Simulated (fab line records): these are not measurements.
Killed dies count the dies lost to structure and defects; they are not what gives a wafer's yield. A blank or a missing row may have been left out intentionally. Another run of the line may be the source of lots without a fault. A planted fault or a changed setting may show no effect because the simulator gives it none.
Which tool was responsible? -- flow sky130 -- 13 lots with 39 wafers sampled at 4 steps, on a route of 708 steps

WHAT EACH GAUGE READ, for each wafer
SKY_VIA2_THK_MEAS_01. Usual: for VIA2_HDPCVD_THK the level is 1175 nm and the standard deviation is 17.
lot,measured,on,VIA2_HDPCVD_THK (nm),flag
L411,day 35 12:03,filmMetro-04,1195 1215 1167,
L412,day 35 23:55,filmMetro-03,1160 1182 1151,
L413,day 36 08:36,filmMetro-04,1180 1174 1182,
L414,day 36 17:03,filmMetro-01,1167 1180 1194,
L415,day 36 21:10,filmMetro-01,1189 1157 1169,
L418,day 37 15:50,filmMetro-03,1167 1180 1177,
L420,day 38 10:19,filmMetro-01,1156 1207 1193,
L422,day 38 21:12,filmMetro-03,1176 1174 1164,
L428,day 40 13:05,filmMetro-01,1155 1164 1184,
L429,day 40 19:04,filmMetro-04,1185 1181 1163,
L430,day 41 08:52,filmMetro-04,1187 1159 1204,
L432,day 41 14:02,filmMetro-01,1176 1165 1154,
L434,day 42 07:40,filmMetro-04,1169 1190 1160,

WHICH TOOL RAN EACH LOT (tool, then ch and the chambers of the sampled wafers, then the start)
lot,SKY_LDD_P_IMPLANT_09,SKY_CONTACT_SPUTTER_23,SKY_METAL2_ETCH_18
L411,"implanter-04 ch 0, day 19 04:31","pvdSputter-03, day 31 22:12","rieMetal-02 ch 1, day 35 10:59"
L412,"implanter-03 ch 0, day 19 16:34","pvdSputter-03, day 32 10:47","rieMetal-02 ch 0,1, day 35 23:00"
L413,"implanter-01 ch 0, day 20 09:35","pvdSputter-02, day 32 19:43","rieMetal-01 ch 0,1, day 36 07:43"
L414,"implanter-04 ch 0, day 20 13:02","pvdSputter-04, day 33 04:29","rieMetal-01 ch 0,1, day 36 16:10"
L415,"implanter-04 ch 0, day 20 16:31","pvdSputter-04, day 33 08:40","rieMetal-01 ch 0,1, day 36 20:16"
L418,"implanter-04 ch 0, day 21 22:22","pvdSputter-02, day 34 04:58","rieMetal-01 ch 0,1, day 37 14:56"
L420,"implanter-01 ch 0, day 22 17:34","pvdSputter-02, day 34 22:51","rieMetal-01 ch 0,1, day 38 09:25"
L422,"implanter-01 ch 0, day 23 08:01","pvdSputter-02, day 35 11:15","rieMetal-03 ch 0,1, day 38 20:18"
L428,"implanter-01 ch 0, day 25 09:35","pvdSputter-04, day 37 04:40","rieMetal-01 ch 0,1, day 40 12:12"
L429,"implanter-01 ch 0, day 25 14:58","pvdSputter-04, day 37 09:55","rieMetal-02 ch 0,1, day 40 18:10"
L430,"implanter-01 ch 0, day 26 08:01","pvdSputter-03, day 38 01:59","rieMetal-03 ch 0,1, day 41 07:54"
L432,"implanter-03 ch 0, day 26 10:44","pvdSputter-02, day 38 06:10","rieMetal-01 ch 1, day 41 13:10"
L434,"implanter-04 ch 0, day 27 10:35","pvdSputter-03, day 38 23:43","rieMetal-01 ch 0,1, day 42 06:47"
- SKY_LDD_P_IMPLANT_09
- SKY_CONTACT_SPUTTER_23: material TiN, target thk 20 nm, time 80 s.
- SKY_METAL2_ETCH_18: etches BARC in N2/H2, stops on SiO2, time 45.9 s, target depth 60 nm.

WHAT THE TOOLS THEMSELVES READ (means of the sampled wafers that have a number; where no wafer has one, the mark that the record gives instead)
SKY_LDD_P_IMPLANT_09. Usual: 9.998e+12 for doseIonsCm2, sd 1.2e+10.
lot,tool,doseIonsCm2,flag
L411,implanter-04,1.000e+13,
L412,implanter-03,1.000e+13,
L413,implanter-01,9.996e+12,
L414,implanter-04,9.993e+12,
L415,implanter-04,9.995e+12,
L418,implanter-04,9.984e+12,
L420,implanter-01,1.001e+13,
L422,implanter-01,9.999e+12,
L428,implanter-01,1.001e+13,
L429,implanter-01,9.681e+12,OFF
L430,implanter-01,9.659e+12,OFF
L432,implanter-03,1.001e+13,
L434,implanter-04,9.991e+12,

SKY_CONTACT_SPUTTER_23. Usual: chamberPressurePa 5.000 Pa, standard deviation 0.01; throttleValvePct 30.1 %, standard deviation 0.91.
lot,tool,chamberPressurePa (Pa),throttleValvePct (%),flag
L411,pvdSputter-03,4.998,30.0,
L412,pvdSputter-03,4.999,30.3,
L413,pvdSputter-02,5.000,30.7,
L414,pvdSputter-04,4.996,29.9,
L415,pvdSputter-04,4.994,29.8,
L418,pvdSputter-02,5.004,30.8,
L420,pvdSputter-02,4.993,30.8,
L422,pvdSputter-02,4.997,30.8,
L428,pvdSputter-04,5.000,30.2,
L429,pvdSputter-04,5.000,30.0,
L430,pvdSputter-03,5.010,30.2,
L432,pvdSputter-02,5.000,29.4,
L434,pvdSputter-03,5.000,30.6,

SKY_METAL2_ETCH_18. Usual: drypumpMotorCurrentA 5.5 A, standard deviation 0.53; oesProductAu 0.855 a.u., standard deviation 0.0048; throttleValvePct 13.226 %, standard deviation 0.0093.
lot,tool,drypumpMotorCurrentA (A),oesProductAu (a.u.),throttleValvePct (%),flag
L411,rieMetal-02,5.9,0.852,13.228,
L412,rieMetal-02,5.8,0.861,13.226,
L413,rieMetal-01,5.1,0.853,13.229,
L414,rieMetal-01,5.5,0.853,13.224,
L415,rieMetal-01,5.1,0.855,13.229,
L418,rieMetal-01,5.1,0.859,13.221,
L420,rieMetal-01,5.1,0.856,13.227,
L422,rieMetal-03,5.5,0.852,13.224,
L428,rieMetal-01,5.5,0.856,13.220,
L429,rieMetal-02,5.6,0.855,13.215,
L430,rieMetal-03,5.8,0.854,13.218,
L432,rieMetal-01,5.9,0.857,13.229,
L434,rieMetal-01,5.1,0.860,13.225,

THE ANSWER, worked out from the rows above alone
Rule: a lot is off if the mean of its wafers that have a number lies more than 3 standard deviations from the usual mean. Also off: a lot with no number at a reading for which 4 or more lots have one. Any other lot the step has rows for is counted as sound. The gauges are gone through in route order, then the tools' own readings, and for those a lot's mean is taken as printed above. The first step at which some lot is off is used, and at that step the reading that is off furthest; a lot without a number counts as furthest.
Off at SKY_LDD_P_IMPLANT_09 (doseIonsCm2): L429, L430.
A tool fits if, at that step or a process step before it, it ran every lot that is off, and no sound lot after the first of them. One candidate fits, namely implanter-01 at SKY_LDD_P_IMPLANT_09. A fault onset in the window from L428 (day 25 09:35, its last sound lot) to L429 (day 25 14:58, its first lot off) fits.
The tool's own readings at SKY_LDD_P_IMPLANT_09 bear it out: on the lots that are off they differ by more than 5 times the standard deviation of the sound lots' means. doseIonsCm2 reads 9.670e+12 there against 9.999e+12 on the sound lots.

WHAT WAS PUT IN BY THE SIMULATOR
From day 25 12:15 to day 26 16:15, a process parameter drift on implanter-01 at SKY_LDD_P_IMPLANT_09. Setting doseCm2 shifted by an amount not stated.
Struck lots among those shown: L429, L430. The rule above found the same.
